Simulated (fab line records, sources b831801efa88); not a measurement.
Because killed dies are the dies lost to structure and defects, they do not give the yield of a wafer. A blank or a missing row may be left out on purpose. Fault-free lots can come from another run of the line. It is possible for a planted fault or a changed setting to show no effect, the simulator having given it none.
Matching of chambers || flow sky130 || SKY_VIA2_ETCH_15 on rieDiel-02 has 4 sister chambers
The step etches SiO2 in C4F8/O2/Ar, stops on TiN, target depth 546 nm, time 84 s. 4 wafers are shown with their chamber, then 11 later ones without.

## WAFERS PAIRED WITH THEIR CHAMBERS
{"wafer": "L085.1", "chamber": 0, "biasW (W)": 1197}
{"wafer": "L085.2", "chamber": 1, "biasW (W)": 1204}
{"wafer": "L085.3", "chamber": 2, "biasW (W)": 1200}
{"wafer": "L085.4", "chamber": 3, "biasW (W)": 1204}

## WAFERS WHOSE CHAMBER IS MISSING
{"wafer": "L085.5", "biasW (W)": 1194}
{"wafer": "L085.6", "biasW (W)": 1203}
{"wafer": "L088.1", "biasW (W)": 1204}
{"wafer": "L088.3", "biasW (W)": 1199}
{"wafer": "L088.4", "biasW (W)": 1203}
{"wafer": "L090.1", "biasW (W)": 1199}
{"wafer": "L090.2", "biasW (W)": 1204}
{"wafer": "L090.3", "biasW (W)": 1201}
{"wafer": "L090.4", "biasW (W)": 1197}
{"wafer": "L090.5", "biasW (W)": 1205}
{"wafer": "L090.6", "biasW (W)": 1194}

## THE CHAMBER EACH PASSED THROUGH
{"wafer": "L085.5", "from the rows above": 0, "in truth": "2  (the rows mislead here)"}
{"wafer": "L085.6", "from the rows above": "can't be placed: 1 or 3 or 2", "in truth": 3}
{"wafer": "L088.1", "from the rows above": "can't be placed: 1 or 3", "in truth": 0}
{"wafer": "L088.3", "from the rows above": "can't be placed: 2 or 0", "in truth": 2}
{"wafer": "L088.4", "from the rows above": "can't be placed: 1 or 3 or 2", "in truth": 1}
{"wafer": "L090.1", "from the rows above": "can't be placed: 2 or 0", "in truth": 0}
{"wafer": "L090.2", "from the rows above": "can't be placed: 1 or 3", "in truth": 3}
{"wafer": "L090.3", "from the rows above": "can't be placed: 2 or 1 or 3", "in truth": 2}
{"wafer": "L090.4", "from the rows above": 0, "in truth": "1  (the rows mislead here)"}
{"wafer": "L090.5", "from the rows above": "can't be placed: 1 or 3", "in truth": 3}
{"wafer": "L090.6", "from the rows above": 0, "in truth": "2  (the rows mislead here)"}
Correct placement for 0 of the 11. Unplaceable from these rows: 8, with the true chamber sitting among the candidates in 7. Number placed wrongly: 3.
How it was worked out, from the rows above alone: a wafer's distance from a chamber is the root of the sum, over the readings, of the square of ((its reading less the chamber's mean) divided by the reading's scatter). The wafer belongs to the nearest chamber; if the next one is less than 2 further off, it can't be placed. The mean given for a chamber averages the wafers shown for that chamber. The scatter: with one shown wafer a chamber, the root of the mean of the squares of how far each hidden wafer lies from its nearest shown one.
